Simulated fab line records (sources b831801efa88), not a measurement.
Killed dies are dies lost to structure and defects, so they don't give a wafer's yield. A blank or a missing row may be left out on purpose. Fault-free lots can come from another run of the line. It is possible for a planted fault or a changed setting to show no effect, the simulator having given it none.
fab line records    flow sky130    part 1 of 2: steps 1 to 24 of 34
[record] lots = 5  wafers = 15  last_day = 48
route steps=708 shown METAL4@628 VIA4@639 METAL5@661
lots with no fault: from the same line, run without faults
start_h: hours from the record's opening day to when the first of the lot's shown wafers began    wait_h: hours since the lot's step before    " as in the row above    L1.1+2: one row covering several wafers at once    - value missing, or start not given    * or withheld: withheld    < > ~ a bound
route shown NAME@n: names a module that has steps shown in the file, with the first one's number in the route    usual: mean and standard deviation over wafers with no fault    same: alike in all rows    chamber/n: place in a boat    sites: per-site readings    _std_site: their standard deviation    _edge_site: mean of outer sites minus mean of inner sites    radius_mm: how far each site lies from the wafer's centre    mask NAME#n: copy n    behind: the last tool/chamber to shape the wafer    hold: why the lot went on hold/how many hours it stayed there/how the hold came to an end    device: the transistor (n, p or np) that didn't switch    end of line: tests run on the same wafers once the route is complete    a step without rows: its recipe alone    killed: dies that structure and defects cost at the first sort, which is not the same as the wafer's yield    map: shows each die of a wafer: x if killed, . if not, _ if none is there
set.NAME: the setting that was run; set.NAME@STEP: the one run at that earlier step    model.NAME: the simulator's own value behind a step, which no gauge read
lots at selected steps of the route; one table per step, one row per wafer
services: the hour from which a tool's chamber was out of use, counted from the record's first day as start_h (under 0 if before that day), plus the number of hours and why
[[steps]]
[step SKY_METAL4_DEVELOP_12]
[recipe] develop_time_s = 60  resist = KrF-thick  dev_temp_c = 21
[usual] exhaust_pa = 45.0/0.91
lot.wafer  tool            chamber  start_h  wait_h  exhaust_pa
L076.1     litho_track-04  0        -        -       44.9
L076.2     "               0        "        "       45.1
L076.3     "               0        "        "       43.5
L078.1     litho_track-04  0        -        -       45.4
L078.2     "               0        "        "       45.3
L078.4     "               0        "        "       46.1
L084.1     litho_track-02  0        -        -       46.0
L084.5     "               0        "        "       46.4
L084.6     "               0        "        "       45.7
L085.1     litho_track-01  0        -        -       44.4
L085.4     "               0        "        "       43.7
L085.6     "               0        "        "       44.6
L087.2     litho_track-01  0        -        -       44.5
L087.3     "               0        "        "       43.9
L087.6     "               0        "        "       45.5
[step SKY_METAL4_CD_MEAS_13]
[recipe] target_cd_nm = 300
[usual] cd_nm = 299.6/1.3
lot.wafer  tool       chamber  start_h  wait_h  cd_nm
L076.1     cd_sem-01  -        996.55   -       300.2
L076.2     "          -        "        "       299.5
L076.3     "          -        "        "       299.5
L078.1     cd_sem-01  -        1010.85  -       298.1
L078.2     "          -        "        "       298.0
L078.4     "          -        "        "       299.2
L084.1     cd_sem-02  -        1055.87  -       297.3
L084.5     "          -        "        "       298.8
L084.6     "          -        "        "       297.3
L085.1     cd_sem-01  -        1057.90  -       298.1
L085.4     "          -        "        "       297.8
L085.6     "          -        "        "       298.6
L087.2     cd_sem-01  -        1073.77  -       299.4
L087.3     "          -        "        "       300.5
L087.6     "          -        "        "       300.3
[step SKY_METAL4_OVL_MEAS_14]
[usual] METAL4_OVL = 0/6
lot.wafer  tool        chamber  start_h  wait_h  METAL4_OVL[nm]
L076.1     overlay-01  -        996.67   0.1     -5
L076.2     "           -        "        "       -6
L076.3     "           -        "        "       4
L078.1     overlay-02  -        1010.97  0.1     7
L078.2     "           -        "        "       12
L078.4     "           -        "        "       7
L084.1     overlay-01  -        1055.99  0.1     4
L084.5     "           -        "        "       0
L084.6     "           -        "        "       5
L085.1     overlay-02  -        1058.02  0.1     -2
L085.4     "           -        "        "       -2
L085.6     "           -        "        "       -8
L087.2     overlay-01  -        1073.88  0.1     1
L087.3     "           -        "        "       -2
L087.6     "           -        "        "       4
[step SKY_METAL4_DESCUM_15]
[recipe] chemistry = O2  source_power_w = 150  bias_power_w = 0  pressure_mtorr = 10  temp_c = 40  time_s = 8
[usual] drypump_motor_current_A = 5.7/0.3  oes_product_au = 1.004/0.015  temp_c = 40.00/0.1
lot.wafer  tool          chamber  start_h  wait_h  drypump_motor_current_A  oes_product_au  rf_hours_counter_h  temp_c
L076.1     rie_metal-01  1        996.70   0.0     5.4                      1.013           11                  40.31
L076.2     "             0        "        "       6.0                      1.002           8                   40.02
L076.3     "             1        "        "       5.4                      1.017           -                   40.02
L078.1     rie_metal-01  1        1011.00  0.0     5.4                      1.022           12                  40.05
L078.2     "             0        "        "       6.0                      0.991           9                   40.14
L078.4     "             1        "        "       5.4                      1.019           -                   40.08
L084.1     rie_metal-03  1        1056.03  0.0     5.8                      0.987           9                   40.05
L084.5     "             1        "        "       5.7                      0.984           -                   40.16
L084.6     "             0        "        "       5.4                      1.006           -                   39.82
L085.1     rie_metal-03  1        1058.06  0.0     5.8                      0.995           9                   40.07
L085.4     "             1        "        "       5.8                      1.001           -                   39.99
L085.6     "             1        "        "       5.8                      0.998           -                   40.15
L087.2     rie_metal-03  1        1073.91  0.0     5.8                      0.985           11                  40.14
L087.3     "             0        "        "       5.3                      1.005           -                   40.16
L087.6     "             1        "        "       5.8                      0.990           -                   39.85
[step SKY_METAL4_ETCH_16]
[recipe] chemistry = N2/H2  target = BARC  ion_energy_ev = 200  bias_w = 100  pressure_mtorr = 30  n2_flow_sccm = 100  h2_flow_sccm = 200  icp_w = 500  stop_on = SiO2  time_s = 88.2  target_depth_a = 600
[usual] drypump_motor_current_A = 5.7/0.3  oes_product_au = 0.625/0.0043  throttle_valve_pct = 13.206/0.0097
lot.wafer  tool          chamber  start_h  wait_h  drypump_motor_current_A  oes_product_au  rf_hours_counter_h  throttle_valve_pct
L076.1     rie_metal-01  1        996.74   0.0     5.4                      0.623           11                  13.207
L076.2     "             0        "        "       5.9                      0.624           8                   13.199
L076.3     "             1        "        "       5.4                      0.625           -                   13.202
L078.1     rie_metal-01  1        1011.04  0.0     5.4                      0.620           12                  13.204
L078.2     "             0        "        "       5.9                      0.620           9                   13.205
L078.4     "             1        "        "       5.4                      0.621           -                   13.202
L084.1     rie_metal-03  1        1056.06  0.0     5.8                      0.622           9                   13.200
L084.5     "             1        "        "       5.8                      0.628           -                   13.213
L084.6     "             0        "        "       5.4                      0.622           -                   13.209
L085.1     rie_metal-03  1        1058.09  0.0     5.8                      0.620           9                   13.193
L085.4     "             1        "        "       5.8                      0.625           -                   13.209
L085.6     "             1        "        "       5.8                      0.611           -                   13.206
L087.2     rie_metal-03  1        1073.94  0.0     5.8                      0.622           11                  13.195
L087.3     "             0        "        "       5.4                      0.621           -                   13.193
L087.6     "             1        "        "       5.8                      0.627           -                   13.210
[step SKY_METAL4_ETCH_17]
[recipe] target = SiO2  stop_on = TiN  chemistry = C4F8/O2/Ar  source_w = 1500  bias_w = 1200  pressure_mtorr = 40  c4f8_flow_sccm = withheld  O2_flow_sccm = 6  Ar_flow_sccm = 300  time_s = 3.9  target_depth_a = 150
[usual] oes_product_au = 0.752/0.0083
lot.wafer  tool         chamber  start_h  wait_h  oes_product_au
L076.1     rie_diel-03  2        996.83   0.1     0.758
L076.2     "            0        "        "       0.756
L076.3     "            1        "        "       0.750
L078.1     rie_diel-03  2        1011.13  0.1     0.721
L078.2     "            3        "        "       0.755
L078.4     "            1        "        "       0.743
L084.1     rie_diel-01  3        1056.16  0.1     0.753
L084.5     "            2        "        "       0.754
L084.6     "            3        "        "       0.753
L085.1     rie_diel-01  1        1058.19  0.1     0.743
L085.4     "            3        "        "       0.737
L085.6     "            1        "        "       0.746
L087.2     rie_diel-02  2        1074.04  0.1     0.753
L087.3     "            0        "        "       0.740
L087.6     "            1        "        "       0.753
[step SKY_METAL4_METAL_ETCH_18]
[recipe] target_depth_a = 8450  stop_on = SiO2  over_etch_frac = 0.3  time_s = 183.1  chemistry = Cl2/BCl3  resist_sidewall_deg = 88  pressure_mtorr = 10  icp_w = 900  bias_w = 48.5  Cl2_flow_sccm = 60  bcl3_flow_sccm = 30
[usual] drypump_motor_current_A = 5.72/0.3  oes_product_au = 0.865/0.0073  throttle_valve_pct = 22.264/0.009
lot.wafer  tool          chamber  start_h  wait_h  drypump_motor_current_A  oes_product_au  rf_hours_counter_h  throttle_valve_pct
L076.1     rie_metal-04  0        996.85   0.0     6.23                     0.860           15                  22.264
L076.2     "             0        "        "       6.24                     0.874           -                   22.277
L076.3     "             0        "        "       6.25                     0.875           -                   22.262
L078.1     rie_metal-03  1        1011.15  0.0     5.81                     0.858           7                   22.250
L078.2     "             0        "        "       5.35                     0.862           18                  22.250
L078.4     "             0        "        "       5.35                     0.862           -                   22.264
L084.1     rie_metal-04  1        1056.18  0.0     5.77                     0.866           2                   22.280
L084.5     "             0        "        "       6.27                     0.866           -                   22.265
L084.6     "             1        "        "       5.77                     0.863           -                   22.266
L085.1     rie_metal-01  0        1058.21  0.0     5.95                     0.857           12                  22.272
L085.4     "             1        "        "       5.42                     0.852           -                   22.265
L085.6     "             0        "        "       5.98                     0.865           -                   22.264
L087.2     rie_metal-01  0        1074.06  0.0     5.92                     0.867           13                  22.271
L087.3     "             1        "        "       5.38                     0.860           -                   22.243
L087.6     "             0        "        "       5.91                     0.868           -                   22.265
[step SKY_METAL4_STRIP_19]
[recipe] chemistry = O2/N2  power_w = 1400  pressure_mtorr = 1500  platen_temp_c = withheld  o2_flow_sccm = 3000  n2_flow_sccm = 300  overash_fraction = 0.5
[usual] drypump_motor_current_A = 5.7/0.31  oes_product_au = 0.501/0.0064  strip_time_to_endpoint_s = 6.49/0.13
lot.wafer  tool             chamber  start_h  wait_h  drypump_motor_current_A  oes_product_au  rf_hours_counter_h  strip_time_to_endpoint_s
L076.1     plasma_asher-01  1        997.21   0.3     5.8                      0.498           90                  6.37
L076.2     "                0        "        "       5.9                      0.500           90                  6.40
L076.3     "                0        "        "       5.8                      0.488           -                   6.44
L078.1     plasma_asher-03  0        1011.33  0.1     6.0                      0.509           26                  6.69
L078.2     "                1        "        "       5.9                      0.498           26                  6.57
L078.4     "                1        "        "       5.8                      0.503           -                   6.54
L084.1     plasma_asher-03  1        1056.36  0.1     5.9                      0.483           31                  6.18
L084.5     "                0        "        "       6.0                      0.501           -                   6.48
L084.6     "                1        "        "       5.9                      0.487           -                   6.15
L085.1     plasma_asher-04  0        1058.38  0.1     5.7                      0.506           67                  6.52
L085.4     "                0        "        "       5.7                      0.504           -                   6.31
L085.6     "                0        "        "       5.7                      0.504           -                   6.50
L087.2     plasma_asher-04  0        1074.23  0.1     5.7                      0.507           69                  6.60
L087.3     "                0        "        "       5.7                      0.495           -                   6.37
L087.6     "                0        "        "       5.7                      0.505           -                   6.59
[step SKY_METAL4_STRIP_20]
[recipe] chemistry = post_etch_residue_remover  time_s = 1200  temp_c = 72.5
[usual] temp_c = 72.50/0.12
lot.wafer  tool          chamber  start_h  wait_h  temp_c
L076.1     wet_bench-01  3        997.31   0.1     72.48
L076.2     "             3        "        "       72.62
L076.3     "             3        "        "       72.41
L078.1     wet_bench-03  3        1011.43  0.1     72.44
L078.2     "             3        "        "       72.59
L078.4     "             3        "        "       72.31
L084.1     wet_bench-02  0        1056.46  0.1     72.55
L084.5     "             0        "        "       72.54
L084.6     "             0        "        "       72.46
L085.1     wet_bench-03  3        1058.48  0.1     72.46
L085.4     "             3        "        "       72.53
L085.6     "             3        "        "       72.49
L087.2     wet_bench-02  2        1074.33  0.1     72.46
L087.3     "             2        "        "       72.46
L087.6     "             2        "        "       72.62
[step SKY_METAL4_CLEAN_21]
[recipe] chemistry = IPA  time_s = 180  temp_c = 25
[usual] temp_c = 24.99/0.095
lot.wafer  tool          chamber  start_h  wait_h  temp_c
L076.1     wet_bench-03  0        997.65   0.0     24.81
L076.2     "             0        "        "       24.86
L076.3     "             0        "        "       25.05
L078.1     wet_bench-01  3        1011.77  0.0     24.83
L078.2     "             3        "        "       24.95
L078.4     "             3        "        "       24.97
L084.1     wet_bench-02  0        1056.80  0.0     24.97
L084.5     "             0        "        "       24.94
L084.6     "             0        "        "       24.84
L085.1     wet_bench-02  0        1058.86  0.0     24.98
L085.4     "             0        "        "       24.94
L085.6     "             0        "        "       24.92
L087.2     wet_bench-02  1        1074.68  0.0     24.93
L087.3     "             1        "        "       25.06
L087.6     "             1        "        "       24.96
[step SKY_METAL4_CLEAN_22]
[recipe] chemistry = O3/DIW  dry = n2_spin
lot.wafer   tool          chamber  start_h  wait_h
L076.1+2+3  wet_bench-02  1        997.71   0.0
L078.1+2+4  wet_bench-03  1        1011.84  0.0
L084.1+5+6  wet_bench-03  3        1056.86  0.0
L085.1+4+6  wet_bench-01  2        1058.92  0.0
L087.2+3+6  wet_bench-01  1        1074.74  0.0
[step SKY_VIA4_HDPCVD_00]
[recipe] material = SiO2  target_thk_nm = 1750  sigma_open_frac = 0.3  time_s = 291.7  temp_c = 400  sih4_flow_sccm = 60  pressure_mtorr = 6
lot.wafer   tool       chamber  start_h  wait_h
L076.1+2+3  hdpcvd-01  2,1,0    997.80   0.0
L078.1+2+4  hdpcvd-02  1,0,0    1011.93  0.0
L084.1+5+6  hdpcvd-01  1,1,0    1056.96  0.0
L085.1+4+6  hdpcvd-02  0,2,1    1059.01  0.0
L087.2+3+6  hdpcvd-02  2,0,2    1074.84  0.0
[step SKY_VIA4_THK_MEAS_01]
[recipe] reads = SiO2_of_VIA4_HDPCVD_00
[usual] VIA4_HDPCVD_THK = 1750/21
lot.wafer  tool           chamber  start_h  wait_h  VIA4_HDPCVD_THK[nm]
L076.1     film_metro-03  -        997.98   0.1     1731
L076.2     "              -        "        "       1733
L076.3     "              -        "        "       1731
L078.1     film_metro-02  -        1012.11  0.1     1778
L078.2     "              -        "        "       1743
L078.4     "              -        "        "       1753
L084.1     film_metro-02  -        1057.13  0.1     1766
L084.5     "              -        "        "       1738
L084.6     "              -        "        "       1741
L085.1     film_metro-02  -        1059.19  0.1     1737
L085.4     "              -        "        "       1802
L085.6     "              -        "        "       1738
L087.2     film_metro-02  -        1075.02  0.1     1773
L087.3     "              -        "        "       1759
L087.6     "              -        "        "       1795
[step SKY_VIA4_CMP_02]
[recipe] material = SiO2  down_force_psi = 4  platen_rpm = 60  pad_velocity_m_s = 0.94248
[usual] motor_current_A = 12.1/1.2  slurry_filter_dp_kPa = 13.51/0.14
lot.wafer  tool    chamber  start_h  wait_h  motor_current_A  slurry_filter_dp_kPa
L076.1     cmp-02  2        998.04   0.1     14.4             13.55
L076.3     "       0        "        "       11.2             13.49
L076.2     "       1        "        "       13.0             13.32
L078.2     cmp-01  2        1012.17  0.0     11.8             13.48
L078.1     "       0        "        "       12.2             13.73
L078.4     "       1        "        "       12.7             13.29
L084.1     cmp-01  2        1057.19  0.1     11.7             13.71
L084.5     "       2        "        "       11.8             13.44
L084.6     "       3        "        "       12.5             13.46
L085.4     cmp-02  2        1059.26  0.0     13.9             13.77
L085.1     "       0        "        "       11.0             13.64
L085.6     "       3        "        "       9.9              13.53
L087.2     cmp-02  3        1075.17  0.1     9.7              13.20
L087.3     "       0        "        "       11.4             13.54
L087.6     "       2        "        "       13.5             13.43
[step SKY_VIA4_BOW_MEAS_03]
[recipe] mode = bow
[usual] VIA4_BOW = 82/7.7
lot.wafer  tool           chamber  start_h  wait_h  VIA4_BOW[um]
L076.1     film_metro-02  -        998.34   0.2     93
L076.2     "              -        "        "       82
L076.3     "              -        "        "       71
L078.1     film_metro-03  -        1012.47  0.1     73
L078.2     "              -        "        "       85
L078.4     "              -        "        "       81
L084.1     film_metro-02  -        1057.49  0.2     75
L084.5     "              -        "        "       77
L084.6     "              -        "        "       83
L085.1     film_metro-02  -        1059.56  0.1     84
L085.4     "              -        "        "       78
L085.6     "              -        "        "       83
L087.2     film_metro-03  -        1075.39  0.2     72
L087.3     "              -        "        "       72
L087.6     "              -        "        "       63
[step SKY_VIA4_DEHYDRATE_04]
[recipe] temp_c = 200  time_s = 60
[usual] exhaust_pa = 45.1/0.81
lot.wafer  tool            chamber  start_h  wait_h  exhaust_pa
L076.1     litho_track-03  0        1009.11  10.7    44.6
L076.2     "               0        "        "       45.8
L076.3     "               0        "        "       44.7
L078.1     litho_track-01  0        1023.50  11.0    44.8
L078.2     "               0        "        "       45.6
L078.4     "               0        "        "       45.0
L084.1     litho_track-04  0        1068.10  10.6    45.7
L084.5     "               0        "        "       43.8
L084.6     "               0        "        "       44.1
L085.1     litho_track-03  0        1069.61  10.0    45.2
L085.4     "               0        "        "       45.1
L085.6     "               0        "        "       46.2
L087.2     litho_track-04  0        1085.42  10.0    44.3
L087.3     "               0        "        "       43.9
L087.6     "               0        "        "       44.8
[step SKY_VIA4_HMDS_05]
[recipe] prime_time_s = 60  prime_temp_c = 120
[usual] exhaust_pa = 45.1/0.8
lot.wafer  tool            chamber  start_h  wait_h  exhaust_pa
L076.1     litho_track-03  0        1009.26  0.1     44.6
L076.2     "               0        "        "       44.2
L076.3     "               0        "        "       44.8
L078.1     litho_track-01  0        1023.65  0.1     44.4
L078.2     "               0        "        "       43.9
L078.4     "               0        "        "       44.1
L084.1     litho_track-04  0        1068.25  0.1     44.5
L084.5     "               0        "        "       43.8
L084.6     "               0        "        "       44.8
L085.1     litho_track-03  0        1069.76  0.1     44.9
L085.4     "               0        "        "       43.8
L085.6     "               0        "        "       45.0
L087.2     litho_track-04  0        1085.57  0.1     44.6
L087.3     "               0        "        "       44.5
L087.6     "               0        "        "       44.6
[step SKY_VIA4_COAT_06]
[recipe] resist = NOVOLAK  spin_rpm = 3000  resist_thk_nm = 1140
[usual] exhaust_pa = 44.9/0.82
lot.wafer  tool            chamber  start_h  wait_h  exhaust_pa
L076.1     litho_track-03  0        1009.41  0.1     44.0
L076.2     "               0        "        "       44.5
L076.3     "               0        "        "       44.1
L078.1     litho_track-01  0        1023.80  0.1     46.1
L078.2     "               0        "        "       46.2
L078.4     "               0        "        "       45.8
L084.1     litho_track-04  0        1068.40  0.1     44.3
L084.5     "               0        "        "       44.6
L084.6     "               0        "        "       45.4
L085.1     litho_track-03  0        1069.91  0.1     44.0
L085.4     "               0        "        "       44.7
L085.6     "               0        "        "       44.4
L087.2     litho_track-04  0        1085.72  0.1     45.0
L087.3     "               0        "        "       43.9
L087.6     "               0        "        "       44.9
[step SKY_VIA4_SOFTBAKE_07]
[recipe] temp_c = 90  time_s = 60  resist = NOVOLAK
[usual] exhaust_pa = 45.1/0.87
lot.wafer  tool            chamber  start_h  wait_h  exhaust_pa
L076.1     litho_track-03  0        1009.56  0.1     45.0
L076.2     "               0        "        "       45.1
L076.3     "               0        "        "       45.8
L078.1     litho_track-01  0        1023.95  0.1     44.8
L078.2     "               0        "        "       44.7
L078.4     "               0        "        "       45.9
L084.1     litho_track-04  0        1068.55  0.1     46.3
L084.5     "               0        "        "       46.0
L084.6     "               0        "        "       45.4
L085.1     litho_track-03  0        1070.06  0.1     43.6
L085.4     "               0        "        "       44.4
L085.6     "               0        "        "       44.7
L087.2     litho_track-04  0        1085.87  0.1     45.6
L087.3     "               0        "        "       46.0
L087.6     "               0        "        "       44.9
[step SKY_VIA4_EXPOSE_08]
[recipe] mask_id = VIM4  na = 0.6  source_shape = conventional  sigma_outer = 0.6  polarization = unpolarized  target_cd_nm = 800  dose_mj = 132
lot.wafer   tool              chamber  start_h  wait_h  mask
L076.1+2+3  iline_stepper-01  0        -        -       VIM4#0
L078.1+2+4  iline_stepper-01  0        -        -       VIM4#0
L084.1+5+6  iline_stepper-02  0        -        -       VIM4#0
L085.1+4+6  iline_stepper-01  0        -        -       VIM4#0
L087.2+3+6  iline_stepper-01  0        -        -       VIM4#0
[step SKY_VIA4_PEB_09]
[recipe] temp_c = withheld  time_s = *  resist = NOVOLAK
[usual] exhaust_pa = 45.2/0.91
lot.wafer  tool            chamber  start_h  wait_h  exhaust_pa
L076.1     litho_track-04  0        -        -       45.6
L076.2     "               0        "        "       46.3
L076.3     "               0        "        "       46.1
L078.1     litho_track-01  0        -        -       44.6
L078.2     "               0        "        "       45.5
L078.4     "               0        "        "       46.5
L084.1     litho_track-04  0        -        -       46.3
L084.5     "               0        "        "       47.1
L084.6     "               0        "        "       47.0
L085.1     litho_track-01  0        -        -       45.5
L085.4     "               0        "        "       43.4
L085.6     "               0        "        "       45.2
L087.2     litho_track-04  0        -        -       45.2
L087.3     "               0        "        "       44.1
L087.6     "               0        "        "       45.1
[step SKY_VIA4_DEVELOP_10]
[recipe] resist = NOVOLAK  developer = TMAH  develop_time_s = 60  dev_temp_c = 23
[usual] exhaust_pa = 45.4/0.86
lot.wafer  tool            chamber  start_h  wait_h  exhaust_pa
L076.1     litho_track-04  0        1020.40  0.1     45.7
L076.2     "               0        "        "       45.9
L076.3     "               0        "        "       44.5
L078.1     litho_track-01  0        1035.05  0.1     45.3
L078.2     "               0        "        "       46.6
L078.4     "               0        "        "       45.6
L084.1     litho_track-04  0        1079.65  0.1     43.9
L084.5     "               0        "        "       45.8
L084.6     "               0        "        "       45.6
L085.1     litho_track-01  0        1080.95  0.1     45.3
L085.4     "               0        "        "       46.2
L085.6     "               0        "        "       46.4
L087.2     litho_track-04  0        1095.82  0.1     45.8
L087.3     "               0        "        "       44.5
L087.6     "               0        "        "       45.4
[step SKY_VIA4_OVL_MEAS_11]
[usual] VIA4_OVL = 1.1/1.6
lot.wafer  tool        chamber  start_h  wait_h  VIA4_OVL[nm]
L076.1     overlay-02  -        1020.55  0.1     1.2
L076.2     "           -        "        "       -1.1
L076.3     "           -        "        "       -0.1
L078.1     overlay-02  -        1035.20  0.1     1.1
L078.2     "           -        "        "       1.4
L078.4     "           -        "        "       -0.7
L084.1     overlay-01  -        1079.80  0.1     1.3
L084.5     "           -        "        "       2.6
L084.6     "           -        "        "       1.9
L085.1     overlay-02  -        1081.10  0.1     0.5
L085.4     "           -        "        "       1.8
L085.6     "           -        "        "       2.0
L087.2     overlay-02  -        1095.95  0.1     -1.6
L087.3     "           -        "        "       -0.5
L087.6     "           -        "        "       -1.3
[step SKY_VIA4_ETCH_12]
[recipe] target = SiO2  chemistry = C4F8/O2/Ar  stop_on = TiN  mask_material = NOVOLAK  source_w = 1500  bias_w = 1200  pressure_mtorr = 40  c4f8_flow_sccm = withheld  O2_flow_sccm = 6  Ar_flow_sccm = 300  time_s = withheld  target_depth_a = 5800
[usual] oes_product_au = 0.926/0.0041
lot.wafer  tool         chamber  start_h  wait_h  oes_product_au
L076.1     rie_diel-04  1        1020.58  0.0     0.924
L076.2     "            0        "        "       0.934
L076.3     "            3        "        "       0.923
L078.1     rie_diel-03  3        1035.24  0.0     0.926
L078.2     "            1        "        "       0.923
L078.4     "            2        "        "       0.930
L084.1     rie_diel-02  0        1079.83  0.0     0.925
L084.5     "            1        "        "       0.925
L084.6     "            0        "        "       0.919
L085.1     rie_diel-03  0        1081.14  0.0     0.921
L085.4     "            1        "        "       0.930
L085.6     "            0        "        "       0.926
L087.2     rie_diel-04  2        1095.98  0.0     0.924
L087.3     "            0        "        "       0.922
L087.6     "            2        "        "       0.926
